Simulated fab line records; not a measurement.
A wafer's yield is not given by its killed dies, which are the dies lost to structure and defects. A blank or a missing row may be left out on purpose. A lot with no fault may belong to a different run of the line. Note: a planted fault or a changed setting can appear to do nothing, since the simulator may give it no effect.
fab line records    flow sky130
record: lots: 6  wafers: 18  last-day: 50
route steps=708 shown SONOS_TUNNEL@158 SONOS_ONO@168 PAD_OPEN@708
lots that met no fault: taken from a fault-free run of the same line
start-h: hours from the record's opening day to when the first of the lot's shown wafers began    wait-h: hours from the lot's prior step to this one    " repeats the value in the row above    L1.1+2: a single row standing in for several wafers    - either no value or no given start    * or withheld: withheld    < > ~ a bound
route shown NAME@n: NAME is a module with steps in the file, n the number in the route of the first one    usual: mean/standard deviation taken from wafers without a fault    same: alike in all rows    chamber/n: place in a boat    sites: readings site by site    _std_site: how widely they spread, as a standard deviation    _edge_site: inner sites' mean taken away from outer sites' mean    radius-mm: for every site, how far away it sits from the centre of the wafer    mask NAME#n: copy n    behind: tool/chamber where the wafer was last shaped    hold: the reason the lot was held/the length of the hold in hours/how it ended    device: which transistor (n, p or np) failed to switch    end of line: tests of these same wafers at the route's end    a step with no rows: only its recipe    killed: at the first sort, the dies lost to defects and structure; wafer yield is something else    map: a wafer's dies, marking killed ones x, the rest . and places with no die _
set.NAME: the run value of the setting; set.NAME@STEP: its run value at that earlier step    model.NAME: the simulator's own value behind a step, which no gauge read
a table for each step, a row for each wafer; lots at some steps of the route
== steps ==
step: SKY_SONOS_TUNNEL_EXPOSE_04
recipe: mask-id: TUNM  na: 0.6  source-shape: conventional  sigma-outer: 0.6  polarization: unpolarized  target-cd-nm: 410  dose-mj: 136
step: SKY_SONOS_TUNNEL_PEB_05
recipe: temp-c: withheld  time-s: *  resist: NOVOLAK
step: SKY_SONOS_TUNNEL_DEVELOP_06
recipe: resist: NOVOLAK  developer: TMAH  develop-time-s: 60  dev-temp-c: 23
step: SKY_SONOS_TUNNEL_CD_MEAS_07
recipe: target-cd-nm: 410
usual: cd-nm: 410.1/2.1
lot.wafer  tool       chamber  start-h  wait-h  cd-nm
L132.2     cd-sem-01  -        287.31   0.1     413.4
L132.4     "          -        "        "       414.3
L132.5     "          -        "        "       412.4
L133.1     cd-sem-01  -        299.79   0.1     406.7
L133.2     "          -        "        "       406.6
L133.6     "          -        "        "       406.1
L141.1     cd-sem-01  -        383.93   0.1     410.0
L141.3     "          -        "        "       411.6
L141.4     "          -        "        "       411.0
L142.4     cd-sem-01  -        404.90   0.1     412.7
L142.5     "          -        "        "       411.2
L142.6     "          -        "        "       411.1
L143.2     cd-sem-01  -        405.55   0.1     410.0
L143.3     "          -        "        "       409.4
L143.4     "          -        "        "       410.1
L146.4     cd-sem-02  -        433.79   0.1     407.8
L146.5     "          -        "        "       408.1
L146.6     "          -        "        "       406.1
step: SKY_SONOS_TUNNEL_OVL_MEAS_08
usual: SONOS_TUNNEL_OVL: 0.6/1.5
lot.wafer  tool        chamber  start-h  wait-h  SONOS_TUNNEL_OVL[nm]
L132.2     overlay-01  -        287.41   0.1     -0.1
L132.4     "           -        "        "       0.6
L132.5     "           -        "        "       -1.5
L133.1     overlay-02  -        299.91   0.1     1.9
L133.2     "           -        "        "       2.5
L133.6     "           -        "        "       0.6
L141.1     overlay-02  -        384.05   0.1     1.0
L141.3     "           -        "        "       1.2
L141.4     "           -        "        "       1.7
L142.4     overlay-01  -        404.98   0.1     0.6
L142.5     "           -        "        "       0.1
L142.6     "           -        "        "       1.2
L143.2     overlay-02  -        405.66   0.1     -0.4
L143.3     "           -        "        "       -0.2
L143.4     "           -        "        "       -1.2
L146.4     overlay-02  -        433.87   0.1     1.5
L146.5     "           -        "        "       -0.8
L146.6     "           -        "        "       0.2
step: SKY_SONOS_TUNNEL_IMPLANT_09
recipe: species: B  energy-kev: 20  dose-cm2: 1e+12  tilt-deg: withheld
step: SKY_SONOS_TUNNEL_WET_ETCH_10
recipe: chemistry: dHF  target-depth-nm: 14  target: SiO2  dilution: 100:1  temp-c: 25  time-s: 280
step: SKY_SONOS_TUNNEL_STRIP_11
recipe: chemistry: SPM  time-s: 600  temp-c: 130
step: SKY_SONOS_TUNNEL_TW_MEAS_12
usual: SONOS_TUNNEL_TW: 196.5/1.4
lot.wafer  tool           chamber  start-h  wait-h  SONOS_TUNNEL_TW
L132.2     film-metro-04  -        287.86   0.0     197.0
L132.4     "              -        "        "       197.1
L132.5     "              -        "        "       197.0
L133.1     film-metro-04  -        300.38   0.0     196.7
L133.2     "              -        "        "       196.4
L133.6     "              -        "        "       196.6
L141.1     film-metro-01  -        384.53   0.0     198.6
L141.3     "              -        "        "       198.3
L141.4     "              -        "        "       198.7
L142.4     film-metro-03  -        405.44   0.0     195.1
L142.5     "              -        "        "       194.4
L142.6     "              -        "        "       195.0
L143.2     film-metro-04  -        406.13   0.0     196.3
L143.3     "              -        "        "       196.5
L143.4     "              -        "        "       197.7
L146.4     film-metro-03  -        434.33   0.0     194.1
L146.5     "              -        "        "       194.9
L146.6     "              -        "        "       194.2
step: SKY_SONOS_TUNNEL_CLEAN_13
recipe: chemistry: dHF  time-s: 20  dilution: 100:1  dry: ipa-marangoni
step: SKY_SONOS_ONO_OXIDATION_00
recipe: temp-c: 800  ambient: O2  idle-temp-c: 700  ramp-up-c-per-min: 10  ramp-down-c-per-min: 3  stabilise-s: 600  purge-s: 300  target-thk-a: 26  ox-time-s: 1249
step: SKY_SONOS_ONO_THK_MEAS_01
recipe: reads: SiO2_of_SONOS_ONO_OXIDATION_00
usual: SONOS_ONO_OXIDATION_THK: 2.59/0.054
lot.wafer  tool           chamber  start-h  wait-h  SONOS_ONO_OXIDATION_THK[nm]
L132.2     film-metro-03  -        289.37   0.0     2.63
L132.4     "              -        "        "       2.60
L132.5     "              -        "        "       2.63
L133.1     film-metro-02  -        302.47   0.0     2.55
L133.2     "              -        "        "       2.63
L133.6     "              -        "        "       2.61
L141.1     film-metro-04  -        387.04   0.0     2.56
L141.3     "              -        "        "       2.62
L141.4     "              -        "        "       2.65
L143.2     film-metro-02  -        409.65   0.0     2.63
L143.3     "              -        "        "       2.62
L143.4     "              -        "        "       2.64
L142.4     film-metro-03  -        409.67   0.0     2.55
L142.5     "              -        "        "       2.57
L142.6     "              -        "        "       2.60
L146.4     film-metro-04  -        435.75   0.0     2.60
L146.5     "              -        "        "       2.63
L146.6     "              -        "        "       2.61
step: SKY_SONOS_ONO_CVD_02
recipe: material: Si3N4  precursor: DCS/NH3  target-thk-nm: 10.5  temp-c: 770  time-s: 180  pressure-mtorr: 250
usual: susceptor-temp-C: 770.0/0.38  zone-power-top-pct: 25.21/0.27
lot.wafer  tool      chamber  start-h  wait-h  susceptor-temp-C  zone-power-top-pct  model.Si3N4_of_SONOS_ONO_CVD_02.thk-nm
L132.2     lpcvd-02  1        290.66   1.3     770.1             25.23               11.74
L132.4     "         1        "        "       770.0             25.52               11.74
L132.5     "         1        "        "       770.0             25.23               11.72
L133.1     lpcvd-02  1        303.48   1.0     769.9             24.95               12.01
L133.2     "         1        "        "       770.0             25.59               11.89
L133.6     "         1        "        "       770.1             25.34               11.98
L141.1     lpcvd-02  1        387.10   0.1     769.7             25.82               10.4
L141.3     "         1        "        "       770.0             25.06               10.5
L141.4     "         1        "        "       770.3             25.28               10.4
L142.4     lpcvd-02  1        414.77   5.1     769.7             25.14               10.73
L142.5     "         1        "        "       769.7             25.27               10.77
L142.6     "         1        "        "       769.3             24.88               10.8
L143.2     lpcvd-02  1        414.77   5.1     769.3             25.13               10.41
L143.3     "         1        "        "       769.7             25.39               10.58
L143.4     "         1        "        "       769.6             25.54               10.5
L146.4     lpcvd-02  1        437.68   1.9     770.0             25.50               10.49
L146.5     "         1        "        "       770.1             25.31               10.42
L146.6     "         1        "        "       769.8             25.19               10.5
step: SKY_SONOS_ONO_THK_MEAS_03
recipe: reads: Si3N4_of_SONOS_ONO_CVD_02
usual: SONOS_ONO_CVD_02_THK: 10.45/0.2
lot.wafer  tool           chamber  start-h  wait-h  SONOS_ONO_CVD_02_THK[nm]
L132.2     film-metro-04  -        291.72   0.0     11.67
L132.4     "              -        "        "       11.71
L132.5     "              -        "        "       11.74
L133.1     film-metro-04  -        304.53   0.0     12.02
L133.2     "              -        "        "       11.89
L133.6     "              -        "        "       11.98
L141.1     film-metro-04  -        388.15   0.0     10.39
L141.3     "              -        "        "       10.55
L141.4     "              -        "        "       10.40
L143.2     film-metro-02  -        416.35   0.0     10.39
L143.3     "              -        "        "       10.60
L143.4     "              -        "        "       10.51
L142.4     film-metro-03  -        416.37   0.0     10.74
L142.5     "              -        "        "       10.79
L142.6     "              -        "        "       10.83
L146.4     film-metro-03  -        438.76   0.0     10.51
L146.5     "              -        "        "       10.41
L146.6     "              -        "        "       10.56
step: SKY_SONOS_ONO_CVD_04
recipe: material: SiO2  precursor: SiH4/N2O  target-thk-nm: 5.7199  temp-c: 900  pressure-mtorr: 400
step: SKY_PAD_OPEN_PROBE_99
usual: killed_at_M0_to_M3: 44/7.3  killed_at_M4_up: 3.2/1.8  killed-at-contacts: 24/5.4  killed-at-front-end: 16/4.4  killed-at-other: 0.3/0.48  killed-dies: 86/9.5  killed-open: 47/7.7  killed-short: 39/6.4
same: gross-dies: 492  killed-at-back-side: 0
lot.wafer  tool       chamber  start-h  wait-h  killed_at_M0_to_M3  killed_at_M4_up  killed-at-contacts  killed-at-front-end  killed-at-other  killed-dies  killed-open  killed-short  model.etest.sonos-erased.drive-ua-um  model.etest.sonos-uncharged.r-on-ohm-um  model.etest.cap-ono.gate-log10-a-cm2  model.etest.cap-ono.gate-bv-v  model.etest.sonos-programmed.off-log10-a-um  model.etest.cap-ono.tox-acc-nm  model.etest.sonos-programmed.vt-v  model.etest.sonos-erased.vt-v
L132.2     prober-02  -        1102.24  0.1     47                  2                25                  19                   1                94           45           49            154.1                                 837.1                                    -8.665                                17.09                          -13.95                                       13.47                           1.09                               -1.977
L132.4     prober-02  -        1102.34  0.2     41                  2                21                  18                   1                83           52           31            157.3                                 827.2                                    -8.775                                17.11                          -13.81                                       13.59                           1.073                              -1.947
L132.5     prober-02  -        1102.39  0.2     46                  1                18                  21                   0                86           45           41            188                                   826.3                                    -8.652                                16.86                          -13.98                                       13.4                            1.179                              -2.051
L133.1     prober-01  -        1109.21  0.1     37                  2                20                  18                   0                77           39           38            144.2                                 855                                      -9.272                                17.53                          -12.24                                       13.96                           0.7972                             -1.761
L133.2     prober-01  -        1109.26  0.1     53                  2                18                  23                   0                96           50           46            127.4                                 862.4                                    -9.193                                17.7                           -12.51                                       13.88                           0.8317                             -1.749
L133.6     prober-01  -        1109.46  0.2     38                  7                24                  19                   0                88           48           40            101.5                                 859.5                                    -9.266                                17.75                          -12.64                                       13.95                           0.8621                             -1.681
L141.1     prober-02  -        1176.39  0.1     40                  1                25                  23                   0                89           53           36            197.7                                 817.7                                    -7.864                                16.14                          -13.96                                       12.84                           1.529                              -2.323
L141.3     prober-02  -        1176.49  0.2     43                  2                23                  14                   0                82           44           38            203.3                                 816.2                                    -7.862                                16.14                          -13.91                                       12.79                           1.496                              -2.304
L141.4     prober-02  -        1176.54  0.2     46                  4                26                  12                   0                88           57           31            181.9                                 809.6                                    -7.535                                16.59                          -14.01                                       12.67                           1.584                              -2.326
L142.4     prober-01  -        1183.64  0.2     40                  1                34                  13                   0                88           50           38            157.7                                 797.2                                    -7.831                                16.48                          -13.92                                       12.85                           1.446                              -2.263
L142.5     prober-01  -        1183.69  0.2     35                  1                24                  7                    0                67           36           31            186.8                                 808.3                                    -8.031                                16.25                          -13.84                                       12.96                           1.445                              -2.264
L142.6     prober-01  -        1183.74  0.2     40                  2                31                  13                   0                86           52           34            187                                   810                                      -7.911                                15.93                          -13.93                                       12.85                           1.476                              -2.298
L143.2     prober-01  -        1185.16  0.1     54                  3                19                  17                   0                93           52           41            170.9                                 816.5                                    -8.035                                16.39                          -13.98                                       12.9                            1.439                              -2.241
L143.3     prober-01  -        1185.21  0.2     47                  3                21                  16                   0                87           39           48            200.1                                 796.7                                    -8.032                                16.27                          -13.86                                       12.9                            1.417                              -2.267
L143.4     prober-01  -        1185.26  0.2     56                  4                22                  12                   0                94           48           46            196.9                                 808.1                                    -7.9                                  16.22                          -13.81                                       12.88                           1.468                              -2.281
L146.4     prober-01  -        1203.44  0.2     48                  2                28                  15                   0                93           58           35            187.2                                 801.9                                    -7.783                                16.26                          -14.15                                       12.74                           1.52                               -2.317
L146.5     prober-01  -        1203.49  0.2     59                  3                22                  16                   0                100          57           43            155.5                                 808.3                                    -7.74                                 16.86                          -13.99                                       12.72                           1.563                              -2.275
L146.6     prober-01  -        1203.54  0.2     42                  5                27                  16                   0                90           52           38            214.2                                 822.1                                    -7.779                                16.02                          -13.95                                       12.73                           1.529                              -2.361
killed by level:class
L132.2 CONTACT:geometric-particle:open=15 VIA1:geometric-particle:open=8 FIELD_ISO:geometric-particle:short=7 VIA2:geometric-particle:open=7 METAL2:geometric-particle:short=6 VIA1:geometric-particle:short=5 VIA2:geometric-particle:short=5 METAL3:geometric-particle:short=5
L132.4 FIELD_ISO:geometric-particle:open=11 CONTACT:geometric-particle:open=10 VIA1:geometric-particle:open=9 LI_CONTACT:geometric-particle:open=6 VIA3:geometric-particle:open=4 METAL1:geometric-particle:short=4 METAL3:geometric-particle:short=4 VIA1:geometric-particle:short=4
L132.5 VIA1:geometric-particle:open=11 METAL2:geometric-particle:short=10 FIELD_ISO:geometric-particle:open=8 CONTACT:geometric-particle:open=7 METAL1:geometric-particle:short=7 LOCAL_INTERCONNECT:geometric-particle:short=6 POLY_GATE:geometric-particle:open=5 VIA2:geometric-particle:open=5
L133.1 CONTACT:geometric-particle:open=11 FIELD_ISO:geometric-particle:short=6 POLY_GATE:geometric-particle:short=6 VIA1:geometric-particle:open=6 METAL2:geometric-particle:short=6 VIA1:geometric-particle:short=5 VIA2:geometric-particle:open=5 METAL1:geometric-particle:short=5
L133.2 VIA2:geometric-particle:open=12 VIA1:geometric-particle:open=10 FIELD_ISO:geometric-particle:open=7 CONTACT:geometric-particle:open=7 METAL2:geometric-particle:short=7 FIELD_ISO:geometric-particle:short=5 VIA1:geometric-particle:short=5 VIA3:geometric-particle:open=5
L133.6 VIA1:geometric-particle:open=14 CONTACT:geometric-particle:open=8 FIELD_ISO:geometric-particle:open=7 VIA3:geometric-particle:short=7 LI_CONTACT:geometric-particle:open=5 LOCAL_INTERCONNECT:geometric-particle:short=5 METAL2:geometric-particle:short=5 FIELD_ISO:geometric-particle:short=4
L141.1 VIA1:geometric-particle:open=11 CONTACT:geometric-particle:open=10 FIELD_ISO:geometric-particle:open=7 LI_CONTACT:geometric-particle:open=7 FIELD_ISO:geometric-particle:short=6 METAL1:geometric-particle:short=6 VIA2:geometric-particle:open=5 POLY_GATE:geometric-particle:open=4
L141.3 LI_CONTACT:geometric-particle:open=9 VIA1:geometric-particle:open=9 METAL2:geometric-particle:short=6 FIELD_ISO:geometric-particle:open=5 LOCAL_INTERCONNECT:geometric-particle:short=5 CONTACT:geometric-particle:open=5 METAL1:geometric-particle:short=5 VIA1:geometric-particle:short=5
L141.4 VIA1:geometric-particle:open=17 CONTACT:geometric-particle:open=9 LI_CONTACT:geometric-particle:open=8 VIA3:geometric-particle:open=8 LI_CONTACT:geometric-particle:short=6 METAL1:geometric-particle:short=6 FIELD_ISO:geometric-particle:short=4 POLY_GATE:geometric-particle:open=4
L142.4 VIA1:geometric-particle:open=13 CONTACT:geometric-particle:open=12 LI_CONTACT:geometric-particle:open=7 LOCAL_INTERCONNECT:geometric-particle:short=7 CONTACT:geometric-particle:short=6 VIA3:geometric-particle:open=6 VIA1:geometric-particle:short=6 METAL2:geometric-particle:open=4
L142.5 CONTACT:geometric-particle:open=9 VIA1:geometric-particle:open=7 CONTACT:geometric-particle:short=6 VIA1:geometric-particle:short=6 VIA2:geometric-particle:open=6 LOCAL_INTERCONNECT:geometric-particle:short=5 VIA3:geometric-particle:open=4 METAL1:geometric-particle:short=3
L142.6 VIA1:geometric-particle:open=12 CONTACT:geometric-particle:open=11 LI_CONTACT:geometric-particle:open=7 CONTACT:geometric-particle:short=6 VIA1:geometric-particle:short=5 VIA2:geometric-particle:open=5 VIA3:geometric-particle:open=5 VIA2:geometric-particle:short=4
L143.2 VIA2:geometric-particle:open=10 VIA1:geometric-particle:open=10 METAL2:geometric-particle:short=9 CONTACT:geometric-particle:open=7 LI_CONTACT:geometric-particle:open=6 VIA1:geometric-particle:short=6 VIA2:geometric-particle:short=6 VIA3:geometric-particle:open=6
L143.3 VIA1:geometric-particle:open=11 FIELD_ISO:geometric-particle:short=9 VIA2:geometric-particle:open=9 METAL2:geometric-particle:short=7 CONTACT:geometric-particle:open=6 LOCAL_INTERCONNECT:geometric-particle:short=5 VIA1:geometric-particle:short=5 VIA3:geometric-particle:open=5
L143.4 VIA1:geometric-particle:open=17 CONTACT:geometric-particle:open=9 METAL3:geometric-particle:short=8 VIA2:geometric-particle:open=6 VIA3:geometric-particle:short=6 CONTACT:geometric-particle:short=5 VIA1:geometric-particle:short=5 LI_CONTACT:geometric-particle:open=4
L146.4 VIA1:geometric-particle:open=19 VIA3:geometric-particle:open=9 LI_CONTACT:geometric-particle:open=7 LOCAL_INTERCONNECT:geometric-particle:short=7 CONTACT:geometric-particle:open=7 VIA2:geometric-particle:open=7 POLY_GATE:geometric-particle:short=5 SPACER:geometric-particle:short=4
L146.5 METAL1:geometric-particle:short=10 VIA1:geometric-particle:open=9 VIA3:geometric-particle:open=8 CONTACT:geometric-particle:open=7 VIA1:geometric-particle:short=7 POLY_GATE:geometric-particle:open=6 VIA2:geometric-particle:open=6 LI_CONTACT:geometric-particle:open=6
L146.6 CONTACT:geometric-particle:open=11 VIA1:geometric-particle:open=10 VIA2:geometric-particle:open=9 LI_CONTACT:geometric-particle:open=8 POLY_GATE:geometric-particle:short=6 METAL1:geometric-particle:short=5 POLY_GATE:geometric-particle:open=4 LOCAL_INTERCONNECT:geometric-particle:short=4
== key ==
first-sign: step: SKY_SONOS_ONO_THK_MEAS_03  reading: SONOS_ONO_CVD_02_THK  direction: up  sigmas: 7  usual: 10.45  struck: 11.84
effect none on later readings
model-effect: step: SKY_SONOS_ONO_CVD_02  value: Si3N4_of_SONOS_ONO_CVD_02.thk-nm  without: 10.32  struck: 11.85
model-effect: step: SKY_PAD_OPEN_PROBE_99  value: etest.sonos-erased.drive-ua-um  without: 192.3  struck: 145.4
met-at SKY_SONOS_ONO_CVD_02
struck-wafers L132.2,L132.4,L132.5,L133.1,L133.2,L133.6
tester-left-out L132,L133
fault: kind: process-parameter-drift  tool: lpcvd-02  chamber: -  onset-h: 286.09  steps: SKY_SONOS_ONO_CVD_02  channel: time-s  offset: *  shape: step  end-h: 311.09  acts-in: *  stated: *
tester-left-out: of these lots the tester's yield and bins aren't shown, on N5 and GAA mostly nor the transistor test; their killed dies are dies lost to structure and defects alone, not to doping, threshold or leakage, so they don't give the yield
